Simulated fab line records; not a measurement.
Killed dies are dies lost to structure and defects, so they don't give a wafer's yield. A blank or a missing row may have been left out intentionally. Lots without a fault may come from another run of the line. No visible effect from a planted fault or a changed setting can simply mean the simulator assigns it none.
The tool behind it: which one? :: flow sky130 :: 11 lots with 33 wafers sampled at 2 steps, on a route of 708 steps

== WHAT THE GAUGES SHOWED, per wafer ==
SKY_METAL2_CD_MEAS_15: the cd target is 140 nm. Usual: cd nm 140.4 nm, standard deviation 1.7.
lot: L888
measured: day 35 19:18
on: cd sem-02
cd nm (nm): 139.2 138.3 139.9
flag: 

lot: L890
measured: day 36 16:54
on: cd sem-02
cd nm (nm): 139.1 139.1 138.8
flag: 

lot: L889
measured: day 36 17:50
on: cd sem-02
cd nm (nm): 140.2 140.2 141.1
flag: 

lot: L892
measured: day 36 23:26
on: cd sem-01
cd nm (nm): 140.8 139.5 139.3
flag: 

lot: L893
measured: day 37 13:31
on: cd sem-01
cd nm (nm): 142.1 141.4 142.0
flag: 

lot: L895
measured: day 37 22:26
on: cd sem-01
cd nm (nm): 140.5 141.9 139.7
flag: 

lot: L899
measured: day 39 03:13
on: cd sem-01
cd nm (nm): 140.1 140.9 140.9
flag: 

lot: L901
measured: day 39 16:14
on: cd sem-01
cd nm (nm): 138.4 137.6 137.8
flag: 

lot: L902
measured: day 39 22:14
on: cd sem-02
cd nm (nm): 145.2 144.8 143.9
flag: 

lot: L903
measured: day 40 09:05
on: cd sem-02
cd nm (nm): 141.8 142.5 143.1
flag: 

lot: L909
measured: day 42 00:01
on: cd sem-02
cd nm (nm): 140.7 140.3 139.9
flag: 

== WHAT TOOL EACH LOT RAN ON (gives the tool, then ch and the chambers of the sampled wafers, and finally the start) ==
lot: L888
SKY_VIA1_ETCH_15: rie diel-03 ch 0,2, day 34 15:31

lot: L890
SKY_VIA1_ETCH_15: rie diel-03 ch 0,2, day 35 13:02

lot: L889
SKY_VIA1_ETCH_15: rie diel-03 ch 2,3, day 35 14:08

lot: L892
SKY_VIA1_ETCH_15: rie diel-02 ch 0,2, day 35 19:35

lot: L893
SKY_VIA1_ETCH_15: rie diel-04 ch 0,1, day 36 09:46

lot: L895
SKY_VIA1_ETCH_15: rie diel-02 ch 0,2,3, day 36 18:32

lot: L899
SKY_VIA1_ETCH_15: rie diel-04 ch 2,3, day 38 00:22

lot: L901
SKY_VIA1_ETCH_15: rie diel-04 ch 1,2,3, day 38 13:55

lot: L902
SKY_VIA1_ETCH_15: rie diel-03 ch 0,2, day 38 20:18

lot: L903
SKY_VIA1_ETCH_15: rie diel-04 ch 0,2,3, day 39 06:41

lot: L909
SKY_VIA1_ETCH_15: rie diel-02 ch 2,3, day 40 22:38
- SKY_VIA1_ETCH_15: etches SiO2 in C4F8/O2/Ar, stops on TiN, target depth 351 nm, time 54 s.

== AS READ BY THE TOOLS THEMSELVES (means over the sampled wafers that have a number; for cases with no such wafer, the mark the record gives instead) ==
SKY_VIA1_ETCH_15. Usual: oes product au 0.979 a.u., standard deviation 0.0061; rf fwd power W 1486 W, standard deviation 6.4.
lot: L888
tool: rie diel-03
oes product au (a.u.): 0.982
rf fwd power W (W): 1477
flag: 

lot: L890
tool: rie diel-03
oes product au (a.u.): 0.985
rf fwd power W (W): 1477
flag: 

lot: L889
tool: rie diel-03
oes product au (a.u.): 0.986
rf fwd power W (W): 1485
flag: 

lot: L892
tool: rie diel-02
oes product au (a.u.): 0.979
rf fwd power W (W): 1484
flag: 

lot: L893
tool: rie diel-04
oes product au (a.u.): 0.978
rf fwd power W (W): 1486
flag: 

lot: L895
tool: rie diel-02
oes product au (a.u.): 0.976
rf fwd power W (W): 1482
flag: 

lot: L899
tool: rie diel-04
oes product au (a.u.): 0.974
rf fwd power W (W): 1487
flag: 

lot: L901
tool: rie diel-04
oes product au (a.u.): 0.978
rf fwd power W (W): 1487
flag: 

lot: L902
tool: rie diel-03
oes product au (a.u.): 0.984
rf fwd power W (W): 1485
flag: 

lot: L903
tool: rie diel-04
oes product au (a.u.): 0.977
rf fwd power W (W): 1487
flag: 

lot: L909
tool: rie diel-02
oes product au (a.u.): 0.984
rf fwd power W (W): 1486
flag: 

== THE ANSWER, worked out from the rows above alone ==
Rule: lot off if the mean of its wafers having a number is beyond 3 standard deviations from the usual mean. Also off: a lot with no number at a reading for which 4 or more lots have one. Where the step has rows for the other lots, those lots are counted as sound. Order of review: gauges by route order, followed by the tools' own readings, for which a lot's mean as printed above is used. The first step at which some lot is off is used, and at that step the reading that is off furthest; a lot without a number counts as furthest.
No lot is off on any of the readings shown, so nothing can be concluded from this.

== WHAT THE SIMULATOR HAD INSERTED ==
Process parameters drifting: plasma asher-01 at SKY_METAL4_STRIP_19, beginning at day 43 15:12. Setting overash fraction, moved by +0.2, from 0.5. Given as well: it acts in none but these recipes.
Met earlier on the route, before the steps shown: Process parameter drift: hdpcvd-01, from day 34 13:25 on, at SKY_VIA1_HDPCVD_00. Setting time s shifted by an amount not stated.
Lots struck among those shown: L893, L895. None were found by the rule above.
